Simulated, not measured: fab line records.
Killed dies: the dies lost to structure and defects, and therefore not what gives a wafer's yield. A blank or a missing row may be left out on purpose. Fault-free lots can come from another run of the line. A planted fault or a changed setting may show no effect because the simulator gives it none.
Which tool did it? -- flow gf180mcu -- 21 wafers sampled from 7 lots at 1 step of a route of 602

== WHAT EACH GAUGE READ, for each wafer ==
GF_V4_CD_MEAS_14: the cd target is 260 nm.
lot,measured,on,cd-nm (nm)
L635,day 24 15:52,cd-sem-01,259.1 259.2 258.9
L637,day 25 08:21,cd-sem-02,260.9 261.1 260.7
L641,day 26 14:22,cd-sem-01,260.8 260.2 260.0
L643,day 27 02:50,cd-sem-02,259.6 258.6 258.9
L652,day 30 05:53,cd-sem-02,260.7 260.0 259.5
L654,day 30 12:04,cd-sem-02,260.4 261.6 260.6
L656,day 31 05:33,cd-sem-01,259.6 258.6 259.5

== TOOL THAT RAN EACH LOT (tool first, then ch and the chambers of the sampled wafers, then the start) ==
The record holds no process step before these readings.

== THE ANSWER, worked out from the rows above alone ==
Rule: the lots themselves supply what counts as usual. Put in order of their means at a reading, lots are off if they are a third of the lots or fewer, leave a main group of 4 or more, and stand apart from it by a gap of 3 or more times the standard deviation of the main group's means; of several such gaps the widest counts. A main group is skipped when, at the precision printed for the reading in the tables above, its means are all equal. A lot without any number at a reading at which 4 lots or more have one is off too. Where the step has rows for the other lots, those lots are counted as sound.
Across all readings shown, no lot is off: no conclusion can be drawn from this.

== WHAT HAD BEEN PUT IN BY THE SIMULATOR ==
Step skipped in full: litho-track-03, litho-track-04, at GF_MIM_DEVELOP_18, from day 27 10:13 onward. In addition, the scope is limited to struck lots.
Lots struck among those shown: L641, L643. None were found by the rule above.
